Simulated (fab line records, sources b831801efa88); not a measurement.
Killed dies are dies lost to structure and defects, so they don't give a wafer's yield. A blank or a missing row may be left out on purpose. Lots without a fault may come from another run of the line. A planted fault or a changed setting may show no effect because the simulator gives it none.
fab line records | flow sky130
record lots=6 wafers=18 last_day=49
route steps=708 shown METAL2@495 VIA2@507 PAD_OPEN@708
lots that met no fault: from a run of the same line without faults
start_h: hours from the record's first day to the start of the lot's first wafer shown | wait_h: hours since the lot's step before | " the same as in the row above | L1.1+2: a row that stands for several wafers | - no value, or no start given | * or withheld: withheld | < > ~ a bound
route shown NAME@n: a module of which the file shows steps, and the number in the route of the first | usual: mean/standard deviation of fault-free wafers | same: alike in all rows | chamber/n: place in a boat | sites: the reading at each site | _std_site: their standard deviation | _edge_site: outer sites' mean less inner sites' | radius_mm: how far each site lies from the wafer's centre | mask NAME#n: copy n | behind: the tool/chamber that last shaped the wafer | hold: why the lot was held/for how many hours/how that ended | device: the transistor (n, p or np) that didn't switch | end of line: the same wafers' tests at the end of the route | a step without rows: its recipe alone | killed: dies lost to structure and defects at the first sort, not the wafer's yield | map: a wafer's dies, x killed, . not, _ none there
set.NAME: the setting as run; set.NAME@STEP: as run at that earlier step | model.NAME: the simulator's own value behind a step, which no gauge read
lots at some steps of the route; a table a step, a row a wafer
services: from which hour (start_h, from the record's first day; less than 0 if before it) a tool's chamber was out of use, for how many hours, and why
## steps
# step SKY_METAL2_EXPOSE_12
# recipe mask_id=MM2 na=0.8 source_shape=annular sigma_inner=0.55 sigma_outer=0.85 target_cd_nm=140 dose_mj=28
# step SKY_METAL2_PEB_13
# recipe peb_temp_c=withheld peb_time_s=withheld resist=KrF-thick
# step SKY_METAL2_DEVELOP_14
# recipe develop_time_s=60 resist=KrF-thick dev_temp_c=21
# step SKY_METAL2_CD_MEAS_15
# recipe target_cd_nm=140
# usual cd_nm=139.6/1.8
# columns lot.wafer tool chamber start_h wait_h cd_nm
L307.1 cd_sem-01 - 823.73 - 138.6
L307.3 " - " " 139.3
L307.5 " - " " 139.5
L309.4 cd_sem-02 - 843.74 - 140.4
L309.5 " - " " 139.8
L309.6 " - " " 140.7
L311.1 cd_sem-02 - 862.78 - 141.3
L311.5 " - " " 141.8
L311.6 " - " " 141.2
L316.2 cd_sem-02 - 891.62 - 139.3
L316.5 " - " " 140.3
L316.6 " - " " 142.0
L321.1 cd_sem-01 - 926.13 - 141.4
L321.4 " - " " 140.8
L321.5 " - " " 140.5
L322.1 cd_sem-02 - 948.10 - 140.1
L322.5 " - " " 140.5
L322.6 " - " " 141.5
# step SKY_METAL2_OVL_MEAS_16
# usual METAL2_OVL=-1/4.8
# columns lot.wafer tool chamber start_h wait_h METAL2_OVL[nm]
L307.1 overlay-01 - 823.85 0.1 1
L307.3 " - " " -2
L307.5 " - " " 0
L309.4 overlay-02 - 843.82 0.1 -10
L309.5 " - " " -2
L309.6 " - " " -3
L311.1 overlay-02 - 862.90 0.1 -2
L311.5 " - " " 2
L311.6 " - " " -5
L316.2 overlay-01 - 891.72 0.1 -5
L316.5 " - " " -3
L316.6 " - " " -3
L321.1 overlay-01 - 926.25 0.1 1
L321.4 " - " " -4
L321.5 " - " " -5
L322.1 overlay-02 - 948.22 0.1 -9
L322.5 " - " " -4
L322.6 " - " " -9
# step SKY_METAL2_DESCUM_17
# recipe chemistry=O2 source_power_w=150 bias_power_w=0 pressure_mtorr=10 temp_c=40 time_s=8
# usual drypump_motor_current_A=5.76/0.3 oes_product_au=0.997/0.02 temp_c=39.97/0.12
# columns lot.wafer tool chamber start_h wait_h drypump_motor_current_A oes_product_au rf_hours_counter_h temp_c
L307.1 rie_metal-02 0 823.89 0.0 6.10 0.992 14 40.07
L307.3 " 1 " " 6.17 1.022 - 39.99
L307.5 " 1 " " 6.15 1.020 - 40.00
L309.4 rie_metal-02 1 843.85 0.0 6.16 1.026 - 39.91
L309.5 " 1 " " 6.16 1.016 - 39.93
L309.6 " 0 " " 6.12 1.000 - 39.90
L311.1 rie_metal-02 1 862.94 0.0 6.14 1.021 9 39.98
L311.5 " 1 " " 6.15 1.019 - 39.94
L311.6 " 0 " " 6.08 0.996 - 40.04
L316.2 rie_metal-01 1 891.76 0.0 5.34 0.997 - 39.98
L316.5 " 1 " " 5.33 0.996 - 39.85
L316.6 " 1 " " 5.35 0.996 - 39.91
L321.1 rie_metal-02 1 926.29 0.0 6.15 1.034 13 39.76
L321.4 " 1 " " 6.14 1.033 - 39.93
L321.5 " 1 " " 6.15 1.032 - 39.83
L322.1 rie_metal-03 0 948.25 0.0 5.81 0.977 14 39.93
L322.5 " 0 " " 5.79 0.974 - 39.95
L322.6 " 1 " " 5.64 0.982 - 39.90
# step SKY_METAL2_ETCH_18
# recipe chemistry=N2/H2 target=BARC ion_energy_ev=200 bias_w=100 pressure_mtorr=30 n2_flow_sccm=100 h2_flow_sccm=200 icp_w=500 stop_on=SiO2 time_s=45.9 target_depth_a=600
# usual drypump_motor_current_A=5.77/0.3 oes_product_au=0.854/0.0043 throttle_valve_pct=13.224/0.0098
# columns lot.wafer tool chamber start_h wait_h drypump_motor_current_A oes_product_au rf_hours_counter_h throttle_valve_pct
L307.1 rie_metal-02 0 823.92 0.0 6.11 0.861 14 13.205
L307.3 " 1 " " 6.16 0.854 - 13.216
L307.5 " 1 " " 6.17 0.860 - 13.231
L309.4 rie_metal-02 1 843.89 0.0 6.15 0.855 - 13.215
L309.5 " 1 " " 6.16 0.858 - 13.215
L309.6 " 0 " " 6.08 0.855 - 13.222
L311.1 rie_metal-02 1 862.97 0.0 6.13 0.867 9 13.210
L311.5 " 1 " " 6.14 0.852 - 13.200
L311.6 " 0 " " 6.13 0.854 - 13.218
L316.2 rie_metal-01 1 891.84 0.1 5.36 0.852 - 13.227
L316.5 " 1 " " 5.35 0.860 - 13.217
L316.6 " 1 " " 5.35 0.853 - 13.230
L321.1 rie_metal-02 1 926.35 0.1 6.15 0.856 13 13.220
L321.4 " 1 " " 6.16 0.851 - 13.220
L321.5 " 1 " " 6.17 0.847 - 13.221
L322.1 rie_metal-03 0 948.28 0.0 5.85 0.852 14 13.234
L322.5 " 0 " " 5.84 0.845 - 13.232
L322.6 " 1 " " 5.62 0.855 - 13.231
# step SKY_METAL2_METAL_ETCH_19
# recipe target_depth_a=3600 stop_on=SiO2 over_etch_frac=0.3 time_s=78 chemistry=Cl2/BCl3 resist_sidewall_deg=88 pressure_mtorr=10 icp_w=900 bias_w=48.5 Cl2_flow_sccm=60 bcl3_flow_sccm=30
# usual drypump_motor_current_A=5.75/0.3 oes_product_au=0.855/0.0074 throttle_valve_pct=22.265/0.0093
# same over_etch_frac=0.3
# columns lot.wafer tool chamber start_h wait_h drypump_motor_current_A oes_product_au rf_hours_counter_h throttle_valve_pct
L307.1 rie_metal-02 0 823.98 0.0 6.08 0.849 14 22.279
L307.3 " 1 " " 6.14 0.851 - 22.261
L307.5 " 1 " " 6.15 0.849 - 22.264
L309.4 rie_metal-02 1 843.96 0.1 6.15 0.866 - 22.261
L309.5 " 1 " " 6.14 0.867 - 22.247
L309.6 " 0 " " 6.11 0.855 - 22.256
L311.1 rie_metal-02 1 863.03 0.0 6.15 0.862 9 22.262
L311.5 " 1 " " 6.15 0.845 - 22.247
L311.6 " 0 " " 6.09 0.859 - 22.251
L316.2 rie_metal-01 1 891.97 0.1 5.35 0.860 - 22.264
L316.5 " 1 " " 5.35 0.861 - 22.248
L316.6 " 1 " " 5.33 0.860 - 22.267
L321.1 rie_metal-02 1 926.48 0.1 6.16 0.855 13 22.255
L321.4 " 1 " " 6.14 0.851 - 22.274
L321.5 " 1 " " 6.15 0.859 - 22.248
L322.1 rie_metal-03 0 948.35 0.0 5.79 0.859 14 22.266
L322.5 " 0 " " 5.74 0.853 - 22.263
L322.6 " 1 " " 5.61 0.857 - 22.263
# step SKY_METAL2_STRIP_20
# recipe chemistry=O2/N2 power_w=1400 pressure_mtorr=1500 platen_temp_c=withheld o2_flow_sccm=3000 n2_flow_sccm=300 overash_fraction=0.5
# usual drypump_motor_current_A=5.52/0.23 oes_product_au=0.343/0.0069 strip_time_to_endpoint_s=2.70/0.1
# columns lot.wafer tool chamber start_h wait_h drypump_motor_current_A oes_product_au rf_hours_counter_h strip_time_to_endpoint_s
L307.1 plasma_asher-01 1 824.07 0.1 5.42 0.344 8 2.78
L307.3 " 0 " " 5.52 0.337 - 2.60
L307.5 " 0 " " 5.54 0.338 - 2.56
L309.4 plasma_asher-03 1 844.05 0.1 5.91 0.329 - 2.51
L309.5 " 1 " " 5.92 0.336 - 2.55
L309.6 " 0 " " 5.21 0.336 - 2.68
L311.1 plasma_asher-02 0 863.12 0.1 5.38 0.335 106 2.55
L311.5 " 1 " " 5.71 0.329 - 2.54
L311.6 " 0 " " 5.38 0.337 - 2.67
L316.2 plasma_asher-03 0 892.12 0.1 5.21 0.340 44 2.67
L316.5 " 1 " " 5.90 0.349 - 2.66
L316.6 " 0 " " 5.21 0.330 - 2.66
L321.1 plasma_asher-02 0 926.66 0.1 5.36 0.328 113 2.47
L321.4 " 1 " " 5.71 0.336 - 2.49
L321.5 " 0 " " 5.33 0.335 - 2.47
L322.1 plasma_asher-02 0 948.44 0.1 5.36 0.345 115 2.83
L322.5 " 0 " " 5.32 0.341 - 2.84
L322.6 " 1 " " 5.72 0.351 - 2.82
# step SKY_METAL2_STRIP_21
# recipe chemistry=post_etch_residue_remover time_s=1200 temp_c=72.5
# step SKY_METAL2_CLEAN_22
# recipe chemistry=IPA time_s=180 temp_c=25
# step SKY_METAL2_CLEAN_23
# recipe chemistry=O3/DIW dry=n2_spin
# step SKY_VIA2_HDPCVD_00
# recipe material=SiO2 target_thk_nm=1180 sigma_open_frac=0.3 time_s=196.7 temp_c=400 sih4_flow_sccm=60 pressure_mtorr=6
# columns lot.wafer tool chamber start_h wait_h model.SiO2_of_VIA2_HDPCVD_00.thk_nm
L307.1 hdpcvd-02 0 824.66 0.0 1180
L307.3 " 1 " " 1173
L307.5 " 1 " " 1174
L309.4 hdpcvd-01 2 844.68 0.1 1182
L309.5 " 1 " " 1171
L309.6 " 0 " " 1186
L311.1 hdpcvd-02 0 863.71 0.0 1188
L311.5 " 1 " " 1175
L311.6 " 2 " " 532.1
L316.2 hdpcvd-02 0 892.73 0.0 549.6
L316.5 " 2 " " 1190
L316.6 " 0 " " 559.2
L321.1 hdpcvd-01 1 927.25 0.0 1195
L321.4 " 2 " " 1210
L321.5 " 1 " " 1196
L322.1 hdpcvd-01 2 949.03 0.0 1205
L322.5 " 1 " " 1178
L322.6 " 0 " " 1196
# step SKY_VIA2_THK_MEAS_01
# recipe reads=SiO2_of_VIA2_HDPCVD_00
# usual VIA2_HDPCVD_THK=1182/13
# columns lot.wafer tool chamber start_h wait_h VIA2_HDPCVD_THK[nm]
L307.1 film_metro-03 - 824.79 0.1 1181
L307.3 " - " " 1173
L307.5 " - " " 1174
L309.4 film_metro-04 - 844.77 0.0 1181
L309.5 " - " " 1170
L309.6 " - " " 1185
L311.1 film_metro-01 - 863.84 0.1 1189
L311.5 " - " " 1176
L311.6 " - " " 532
L316.2 film_metro-03 - 892.86 0.1 549
L316.5 " - " " 1191
L316.6 " - " " 560
L321.1 film_metro-01 - 927.38 0.1 1195
L321.4 " - " " 1210
L321.5 " - " " 1196
L322.1 film_metro-01 - 949.16 0.1 1204
L322.5 " - " " 1178
L322.6 " - " " 1195
# step SKY_VIA2_CMP_02
# recipe material=SiO2 down_force_psi=4 platen_rpm=60 pad_velocity_m_s=0.94248
# usual motor_current_A=11.6/0.89 retaining_ring_pressure_frac=1.000/0.0054
# columns lot.wafer tool chamber start_h wait_h motor_current_A retaining_ring_pressure_frac
L307.1 cmp-01 3 824.90 0.1 11.0 1.000
L307.3 " 1 " " 13.1 1.010
L307.5 " 2 " " 11.2 1.005
L309.4 cmp-02 2 844.90 0.1 11.4 0.999
L309.5 " 0 " " 10.6 0.997
L309.6 " 1 " " 11.4 1.007
L311.1 cmp-01 3 864.04 0.2 10.3 1.000
L311.6 " 1 " " 13.3 0.999
L311.5 " 2 " " 10.9 0.996
L316.2 cmp-01 3 892.91 0.0 10.4 0.996
L316.6 " 3 " " 10.4 0.996
L316.5 " 0 " " 11.7 0.997
L321.4 cmp-01 0 927.44 0.0 11.6 0.995
L321.1 " 3 " " 10.3 1.000
L321.5 " 0 " " 11.2 0.995
L322.1 cmp-01 0 949.27 0.1 11.3 1.001
L322.6 " 3 " " 10.4 0.988
L322.5 " 0 " " 11.8 1.008
# step SKY_PAD_OPEN_PROBE_99
# usual defect_limited_yield=82.3/1.9 killed_at_M0_to_M3=45/6.6 killed_at_M4_up=3.1/1.6 killed_at_contacts=24/5 killed_at_front_end=14/4.4 killed_at_other=0.3/0.58 killed_dies=87/9.2 killed_open=47/6.7 killed_short=40/6.4
# same gross_dies=492 killed_at_back_side=0
# columns lot.wafer tool chamber start_h wait_h defect_limited_yield[%] killed_at_M0_to_M3 killed_at_M4_up killed_at_contacts killed_at_front_end killed_at_other killed_dies killed_open killed_short model.etest.tester.sort_n_pass model.etest.tester.sort_yield_pct model.etest.tester.sort_bin_3_pct model.etest.met3_comb.leak_log10_a_um
L307.1 prober-02 - 1078.55 0.1 82.5 47 5 22 12 0 86 44 42 406 82.52 1.423 -11.89
L307.3 prober-02 - 1078.65 0.2 82.3 50 1 21 15 0 87 43 44 405 82.32 0.813 -12.19
L307.5 prober-02 - 1078.75 0.2 81.9 46 5 21 17 0 89 46 43 403 81.91 1.22 -12.08
L309.4 prober-02 - 1096.06 0.2 84.1 49 1 16 11 1 78 39 39 414 84.15 0.813 -12.14
L309.5 prober-02 - 1096.11 0.2 86.2 39 2 18 7 2 68 39 29 424 86.18 0.6098 -12.05
L309.6 prober-02 - 1096.16 0.2 85.6 33 2 23 12 1 71 34 37 421 85.57 1.016 -11.89
L311.1 prober-02 - 1110.22 0.1 79.1 56 6 21 20 0 103 62 41 389 79.06 0.6098 -11.93
L311.5 prober-02 - 1110.42 0.2 81.7 43 2 30 14 1 90 45 45 402 81.71 1.016 -12.02
L311.6 prober-02 - 1110.47 0.2 83.7 31 4 26 19 0 80 50 30 231 46.95 38.21 -7.061
L316.2 prober-01 - 1131.60 0.1 80.9 47 3 25 19 0 94 53 41 217 44.11 37.8 -6.962
L316.5 prober-01 - 1131.75 0.2 80.3 44 3 24 25 1 97 49 48 395 80.28 2.236 -12.03
L316.6 prober-01 - 1131.80 0.2 78.3 42 5 30 30 0 107 61 46 198 40.24 39.84 -6.865
L321.1 prober-02 - 1157.11 0.1 85.2 34 3 25 11 0 73 37 36 419 85.16 1.626 -12.07
L321.4 prober-02 - 1157.26 0.2 80.7 41 5 21 28 0 95 58 37 397 80.69 0.4065 -12.15
L321.5 prober-02 - 1157.31 0.2 79.5 50 6 29 14 2 101 53 48 391 79.47 1.016 -12.07
L322.1 prober-01 - 1171.35 0.1 82.7 43 3 17 22 0 85 45 40 407 82.72 0.813 -12.1
L322.5 prober-01 - 1171.55 0.2 84.1 33 5 29 11 0 78 44 34 414 84.15 0.4065 -12.02
L322.6 prober-01 - 1171.60 0.2 79.7 40 2 38 20 0 100 52 48 392 79.67 0.4065 -11.96
# killed by level:class
L307.1 VIA1:geometric_particle:short=9 VIA1:geometric_particle:open=8 CONTACT:geometric_particle:open=8 METAL1:geometric_particle:short=7 METAL2:geometric_particle:short=7 LI_CONTACT:geometric_particle:open=6 VIA2:geometric_particle:open=6 POLY_GATE:geometric_particle:open=5
L307.3 VIA1:geometric_particle:open=10 METAL1:geometric_particle:short=8 CONTACT:geometric_particle:open=7 VIA2:geometric_particle:open=6 FIELD_ISO:geometric_particle:open=5 VIA1:geometric_particle:short=5 METAL2:geometric_particle:short=5 VIA3:geometric_particle:open=5
L307.5 VIA1:geometric_particle:open=11 VIA2:geometric_particle:open=7 VIA3:geometric_particle:open=7 CONTACT:geometric_particle:short=6 VIA1:geometric_particle:short=6 LI_CONTACT:geometric_particle:open=5 METAL1:geometric_particle:short=5 METAL4:geometric_particle:short=5
L309.4 VIA3:geometric_particle:open=10 VIA2:geometric_particle:short=9 VIA1:geometric_particle:open=8 METAL2:geometric_particle:short=5 CONTACT:geometric_particle:open=5 METAL1:geometric_particle:short=5 LI_CONTACT:geometric_particle:open=4 METAL1:geometric_particle:open=4
L309.5 VIA2:geometric_particle:open=11 VIA1:geometric_particle:open=7 LI_CONTACT:geometric_particle:open=6 LOCAL_INTERCONNECT:geometric_particle:short=4 METAL1:geometric_particle:short=4 METAL2:geometric_particle:short=4 VIA2:geometric_particle:short=4 VIA3:geometric_particle:open=4
L309.6 LI_CONTACT:geometric_particle:short=6 CONTACT:geometric_particle:short=6 VIA2:geometric_particle:open=6 VIA3:geometric_particle:open=6 CONTACT:geometric_particle:open=5 FIELD_ISO:geometric_particle:short=4 VIA1:geometric_particle:open=4 POLY_GATE:geometric_particle:open=3
L311.1 VIA1:geometric_particle:open=14 CONTACT:geometric_particle:open=13 VIA1:geometric_particle:short=8 FIELD_ISO:geometric_particle:open=7 VIA2:geometric_particle:open=7 VIA3:geometric_particle:open=7 METAL2:geometric_particle:short=5 POLY_GATE:geometric_particle:open=4
L311.5 CONTACT:geometric_particle:open=13 VIA1:geometric_particle:open=9 METAL1:geometric_particle:short=7 LI_CONTACT:geometric_particle:open=6 LOCAL_INTERCONNECT:geometric_particle:short=5 VIA2:geometric_particle:short=5 FIELD_ISO:geometric_particle:short=4 CONTACT:geometric_particle:short=4
L311.6 CONTACT:geometric_particle:open=10 LI_CONTACT:geometric_particle:open=9 VIA1:geometric_particle:open=8 POLY_GATE:geometric_particle:open=7 LOCAL_INTERCONNECT:geometric_particle:short=4 VIA3:geometric_particle:open=4 METAL4:geometric_particle:short=4 FIELD_ISO:geometric_particle:open=3
L316.2 VIA1:geometric_particle:open=17 CONTACT:geometric_particle:open=10 CONTACT:geometric_particle:short=7 VIA2:geometric_particle:short=6 FIELD_ISO:geometric_particle:short=5 POLY_GATE:geometric_particle:short=5 POLY_GATE:geometric_particle:open=5 METAL2:geometric_particle:open=5
L316.5 POLY_GATE:geometric_particle:short=9 VIA1:geometric_particle:open=9 FIELD_ISO:geometric_particle:open=8 VIA1:geometric_particle:short=8 VIA2:geometric_particle:open=8 CONTACT:geometric_particle:open=7 LI_CONTACT:geometric_particle:open=7 VIA3:geometric_particle:open=5
L316.6 CONTACT:geometric_particle:open=12 VIA1:geometric_particle:open=9 FIELD_ISO:geometric_particle:open=8 CONTACT:geometric_particle:short=8 POLY_GATE:geometric_particle:short=7 POLY_GATE:geometric_particle:open=7 VIA2:geometric_particle:open=7 FIELD_ISO:geometric_particle:short=6
L321.1 CONTACT:geometric_particle:open=9 VIA1:geometric_particle:open=8 LI_CONTACT:geometric_particle:open=7 METAL2:geometric_particle:short=6 CONTACT:geometric_particle:short=6 METAL1:geometric_particle:short=6 FIELD_ISO:geometric_particle:short=3 POLY_GATE:geometric_particle:short=3
L321.4 VIA1:geometric_particle:open=12 VIA3:geometric_particle:open=8 FIELD_ISO:geometric_particle:open=6 POLY_GATE:geometric_particle:short=6 POLY_GATE:geometric_particle:open=6 LI_CONTACT:geometric_particle:open=6 LOCAL_INTERCONNECT:geometric_particle:short=5 CONTACT:geometric_particle:open=5
L321.5 VIA1:geometric_particle:open=15 CONTACT:geometric_particle:open=10 CONTACT:geometric_particle:short=8 VIA2:geometric_particle:short=6 METAL1:geometric_particle:short=6 FIELD_ISO:geometric_particle:open=5 LI_CONTACT:geometric_particle:open=5 VIA2:geometric_particle:open=5
L322.1 VIA3:geometric_particle:short=8 CONTACT:geometric_particle:open=8 VIA1:geometric_particle:short=8 POLY_GATE:geometric_particle:open=7 VIA2:geometric_particle:open=6 VIA1:geometric_particle:open=6 LI_CONTACT:geometric_particle:open=5 POLY_GATE:geometric_particle:short=4
L322.5 CONTACT:geometric_particle:open=9 LI_CONTACT:geometric_particle:open=7 CONTACT:geometric_particle:short=6 VIA3:geometric_particle:open=6 VIA1:geometric_particle:open=5 VIA2:geometric_particle:open=5 POLY_GATE:geometric_particle:short=4 LOCAL_INTERCONNECT:geometric_particle:short=4
L322.6 LI_CONTACT:geometric_particle:open=10 CONTACT:geometric_particle:open=10 LOCAL_INTERCONNECT:geometric_particle:short=8 VIA1:geometric_particle:open=8 METAL1:geometric_particle:short=7 CONTACT:geometric_particle:short=5 METAL2:geometric_particle:short=5 VIA2:geometric_particle:short=5
## services
# columns tool chamber start_h hours kind
cmp-01 - 801.17 1.3 repair
plasma_asher-01 - 842.92 1.7 repair
rie_metal-03 - 848.49 2.8 pm
hdpcvd-01 - 859.02 5.0 repair
cmp-02 - 859.24 5.6 pm
rie_metal-01 - 871.19 1.4 pm
plasma_asher-01 - 873.68 4.5 repair
cmp-02 - 877.88 1.7 repair
cmp-01 - 878.99 0.6 repair
rie_metal-01 0 879.31 26.7 repair
rie_metal-02 1 880.56 8.8 repair
cmp-02 - 883.69 5.8 pm
cmp-02 - 912.27 4.0 pm
rie_metal-02 0 914.91 - clean
rie_metal-02 0 914.91 17.2 scheduled_down
rie_metal-02 0 914.91 17.2 vent_cycle
cmp-02 - 916.27 - consumable_replace:conditioner
cmp-02 - 916.27 - consumable_replace:pad
rie_metal-02 0 938.93 4.4 repair
## key
first_sign step=SKY_VIA2_THK_MEAS_01 reading=VIA2_HDPCVD_THK direction=down sigmas=50 usual=1182 struck=547
effect none on later readings
model_effect step=SKY_VIA2_HDPCVD_00 value=SiO2_of_VIA2_HDPCVD_00.thk_nm without=1180 struck=547
model_effect step=SKY_PAD_OPEN_PROBE_99 value=etest.tester.sort_n_pass without=398.3 struck=215.3
met_at SKY_VIA2_HDPCVD_00
struck_wafers L311.6,L316.2,L316.6
onset_between 824.66 863.71
fault kind=process_parameter_drift tool=hdpcvd-02 chamber=- onset_h=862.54 steps=SKY_VIA2_HDPCVD_00 channel=target_thk_nm offset=-633.12 shape=step end_h=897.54 scope=struck_wafers_only acts_in=these_recipes_only stated=1180
